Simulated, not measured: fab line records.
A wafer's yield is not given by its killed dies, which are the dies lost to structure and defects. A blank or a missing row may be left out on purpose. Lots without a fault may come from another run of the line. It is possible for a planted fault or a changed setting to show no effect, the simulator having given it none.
The tool behind it: which one? || flow gf180mcu || at 1 step of a route of 602, 14 lots with 42 wafers sampled

== WHAT THE GAUGES READ, wafer by wafer ==
GF_V1_THK_MEAS_01.
{"lot": "L120", "measured": "day 16 21:52", "on": "filmMetro-03", "V1_CVD_00_THK (nm)": "600 604 619"}
{"lot": "L122", "measured": "day 17 20:43", "on": "filmMetro-02", "V1_CVD_00_THK (nm)": "603 619 606"}
{"lot": "L123", "measured": "day 18 01:55", "on": "filmMetro-02", "V1_CVD_00_THK (nm)": "593 601 596"}
{"lot": "L126", "measured": "day 19 05:58", "on": "filmMetro-02", "V1_CVD_00_THK (nm)": "599 602 595"}
{"lot": "L127", "measured": "day 19 14:52", "on": "filmMetro-01", "V1_CVD_00_THK (nm)": "594 611 596"}
{"lot": "L128", "measured": "day 20 02:19", "on": "filmMetro-03", "V1_CVD_00_THK (nm)": "599 602 596"}
{"lot": "L129", "measured": "day 20 12:58", "on": "filmMetro-02", "V1_CVD_00_THK (nm)": "600 611 601"}
{"lot": "L131", "measured": "day 21 08:55", "on": "filmMetro-02", "V1_CVD_00_THK (nm)": "601 602 609"}
{"lot": "L134", "measured": "day 22 15:35", "on": "filmMetro-01", "V1_CVD_00_THK (nm)": "602 617 604"}
{"lot": "L135", "measured": "day 22 20:41", "on": "filmMetro-01", "V1_CVD_00_THK (nm)": "595 594 595"}
{"lot": "L139", "measured": "day 24 05:08", "on": "filmMetro-01", "V1_CVD_00_THK (nm)": "595 599 602"}
{"lot": "L140", "measured": "day 24 15:14", "on": "filmMetro-03", "V1_CVD_00_THK (nm)": "599 596 593"}
{"lot": "L141", "measured": "day 24 19:59", "on": "filmMetro-01", "V1_CVD_00_THK (nm)": "602 593 593"}
{"lot": "L143", "measured": "day 25 05:49", "on": "filmMetro-03", "V1_CVD_00_THK (nm)": "586 587 604"}

== TOOL THAT RAN EACH LOT (tool first, then ch and the chambers of the sampled wafers, then the start) ==
Before these readings, the record contains no process step.

== AS READ BY THE TOOLS THEMSELVES (means over the sampled wafers that have a number; for cases with no such wafer, the mark the record gives instead) ==
The record holds no such reading with a usual standard deviation.

== THE ANSWER, worked out from the rows above alone ==
Rule: the lots themselves supply what counts as usual. Put in order of their means at a reading, lots are off if they are a third of the lots or fewer, leave a main group of 4 or more, and stand apart from it by a gap of 3 or more times the standard deviation of the main group's means; of several such gaps the widest counts. A main group is skipped when, at the precision printed for the reading in the tables above, its means are all equal. Also off: a lot with no number at a reading for which 4 or more lots have one. Where the step has rows for the other lots, those lots are counted as sound. Order of review: gauges by route order, followed by the tools' own readings, for which a lot's mean as printed above is used. The first step at which some lot is off is used, and at that step the reading that is off furthest; a lot without a number counts as furthest.
None of the lots is off at any reading shown; this tells nothing.

== WHAT WAS PUT IN BY THE SIMULATOR ==
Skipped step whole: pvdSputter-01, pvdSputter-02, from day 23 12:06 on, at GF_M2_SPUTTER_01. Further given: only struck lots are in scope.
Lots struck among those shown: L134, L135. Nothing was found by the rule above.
